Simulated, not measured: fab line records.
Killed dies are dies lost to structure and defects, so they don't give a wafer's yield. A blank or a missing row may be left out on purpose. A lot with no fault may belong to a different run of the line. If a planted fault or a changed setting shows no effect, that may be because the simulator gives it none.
Matching of chambers    flow gf180mcu    GF_STI_ETCH_14 on rie_si-01: 4 sister chambers
The step etches Si in HBr/Cl2/O2, target depth 360 nm, time 102.9 s. 4 wafers are shown with their chamber, then 10 later ones without.

## WAFERS, EACH WITH ITS CHAMBER
wafer   chamber  oes_product_au (a.u.)
L569.2  2        0.981
L569.4  0        0.982
L574.1  3        1.009
L574.4  1        1.009

## WAFERS WHOSE CHAMBER IS MISSING
wafer   oes_product_au (a.u.)
L574.6  0.990
L575.3  0.997
L575.4  1.009
L575.6  0.988
L576.1  0.995
L576.4  0.973
L576.6  1.001
L577.2  0.989
L577.3  0.974
L577.5  0.996

## WHICH CHAMBER EACH WENT THROUGH
wafer   from the rows above                in truth
L574.6  can't be placed: 0 or 2 or 1 or 3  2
L575.3  can't be placed: 1 or 3 or 0 or 2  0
L575.4  can't be placed: 1 or 3            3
L575.6  can't be placed: 0 or 2 or 1 or 3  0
L576.1  can't be placed: 0 or 1 or 3 or 2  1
L576.4  can't be placed: 2 or 0            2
L576.6  can't be placed: 1 or 3 or 0 or 2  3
L577.2  can't be placed: 0 or 2 or 1 or 3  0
L577.3  can't be placed: 2 or 0            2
L577.5  can't be placed: 1 or 3 or 0 or 2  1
0 of 10 placed correctly. Unplaceable from these rows: 10, with the true chamber sitting among the candidates in 10. Wrongly placed: 0.
How it was worked out, from the rows above alone: a wafer's distance from a chamber is the root of the sum, over the readings, of the square of ((its reading less the chamber's mean) divided by the reading's scatter). If the next closest chamber is less than 2 further off than the closest, the wafer can't be placed; otherwise it belongs to the closest. The mean given for a chamber averages the wafers shown for that chamber. The scatter: root of mean squared gap, hidden wafer to nearest shown wafer, with one shown wafer a chamber.
